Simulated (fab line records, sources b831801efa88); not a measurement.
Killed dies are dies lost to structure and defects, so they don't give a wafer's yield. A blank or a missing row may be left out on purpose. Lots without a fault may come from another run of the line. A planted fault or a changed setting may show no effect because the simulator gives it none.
A struck lot beside a sound one | flow sky130 | 19 steps out of a route of 708
Sound: wafers L475.2, L475.3, L475.4. Struck: wafers L474.4, L474.5, L474.6. The cause comes at the end.
At each step with rows: each side's tool, then ch and its chambers, then its first start. Under that, the readings that differ: sound wafers | struck wafers | difference of the means | sigmas: that difference in standard deviations of wafers without a fault.
alike: readings whose means differ by less than 2 such deviations, and words and numbers that are the same on both sides. not compared: withheld readings, readings that some wafer has no value for, bounds like >300 that may hide the same value, and numbers for which the record gives no deviation and whose values overlap.
The two part at a step that has a row with sigmas, a row that says differs or no value, or rows on one side only. Numbers that don't overlap but have no deviation are shown without sigmas and don't part them. A reading that every wafer of one side lacks parts them only if that side has two wafers or more.

first, 10 steps without rows for these wafers: SKY_RES_PROTECT_DEVELOP_06 (develop time 60 s); SKY_POLY_GATE_IMPLANT_02; SKY_RES_PROTECT_STRIP_07 (strips in O2/N2); SKY_RES_PROTECT_CLEAN_09 (cleans in SC1/SC2, time 150 s); SKY_POLY_GATE_CVD_03 (deposits Si3N4 from DCS/NH3, target thk 75 nm, time 1290 s); SKY_POLY_GATE_DEHYDRATE_05 (time 60 s); SKY_POLY_GATE_HMDS_06 (prime time 60 s); SKY_POLY_GATE_COAT_07 (resist thk 110 nm); SKY_POLY_GATE_COAT_08 (resist thk 450 nm); SKY_POLY_GATE_SOFTBAKE_09 (time 90 s).
SKY_POLY_GATE_EXPOSE_10: exposes mask P1M, target cd 150 nm.
  sound on krf_scanner-01 ch 0, day 21 05:10; struck on krf_scanner-02 ch 0, day 20 21:43
  reading              | sound                | struck               | difference | sigmas
  exposure_dose_mJ_cm2 | 27.962 27.959 28.014 | 31.346 31.354 31.312 | +3.359     | +99 or more
  alike: mask
then, 2 steps without rows for these wafers: SKY_POLY_GATE_PEB_11; SKY_POLY_GATE_DEVELOP_12 (develop time 60 s).
SKY_POLY_GATE_CD_MEAS_13: target cd 150 nm.
  sound on cd_sem-02, day 21 19:24; struck on cd_sem-02, day 21 13:02
  reading    | sound             | struck            | difference | sigmas
  cd_nm (nm) | 146.2 146.3 146.7 | 127.1 129.5 129.2 | -17.8      | -10
SKY_POLY_GATE_ETCH_15: etches BARC in N2/H2, stops on SiO2, time 118.5 s, target depth 110 nm.
  sound on rie_diel-03 ch 0,2,3, day 21 19:32; struck on rie_diel-03 ch 0,1,3, day 21 13:08
  reading                    | sound             | struck            | difference | sigmas
  model.POLY_GATE.cd_nm (nm) | 144.8 144.8 145.4 | 126.4 130.9 128.3 | -16.5      |
  alike: chamber_pressure_mTorr, drypump_motor_current_A, oes_product_au, throttle_valve_pct
  not compared: rf_hours_counter_h
then, 1 step without rows for these wafers: SKY_POLY_GATE_ETCH_16 (etches Si3N4 in CH3F/O2, stops on poly-Si, time 147.5 s, target depth 75 nm).
SKY_POLY_GATE_ETCH_17: etches poly-Si in HBr/Cl2, stops on SiO2, target depth 180 nm, time 70.5 s.
  sound on rie_si-02 ch 0,1,2, day 21 19:43; struck on rie_si-01 ch 0,3, day 21 13:19
  reading                    | sound             | struck            | difference | sigmas
  model.POLY_GATE.cd_nm (nm) | 143.7 144.6 143.6 | 125.8 130.2 127.5 | -16.1      |
  alike: chamber_pressure_mTorr, drypump_motor_current_A, oes_product_au, throttle_valve_pct
  not compared: rf_hours_counter_h
then, 1 step without rows for these wafers: SKY_POLY_GATE_STRIP_18 (strips in O2/N2).
-- the record jumps here: 28 days lie between the struck wafers' starts before and after (it left off in module POLY_GATE and takes up again in module PAD_OPEN, whose first step shown is number 708 of the route) --
SKY_PAD_OPEN_PROBE_99:
  sound on prober-01, day 49 06:41; struck on prober-02, day 49 02:36
  no value came back on the struck wafers for any of 8 readings (model.etest.res_xhigh_po.line_ohm_um, model.etest.pfet_01v8.r_on_ohm_um and others); on the sound wafers model.etest.res_xhigh_po.line_ohm_um reads 5735 5760 5958
  reading             | sound    | struck      | difference | sigmas
  killed_at_front_end | 17 9 16  | 152 53 94   | +86        | +19
  killed_dies         | 89 89 90 | 230 130 173 | +88        | +11
  killed_on_rim       | 17 20 18 | 81 39 61    | +42        | +11
  alike: killed_at_M0_to_M3, killed_at_M4_up, killed_at_contacts, killed_at_other, killed_open, killed_short

WHERE THEY PART
First at SKY_POLY_GATE_EXPOSE_10; last, within this record, at SKY_PAD_OPEN_PROBE_99.

WHY: what the simulator had put in
Process parameter drift: krf_scanner-02, from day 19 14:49 on, at SKY_POLY_GATE_EXPOSE_10. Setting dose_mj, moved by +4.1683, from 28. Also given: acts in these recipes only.
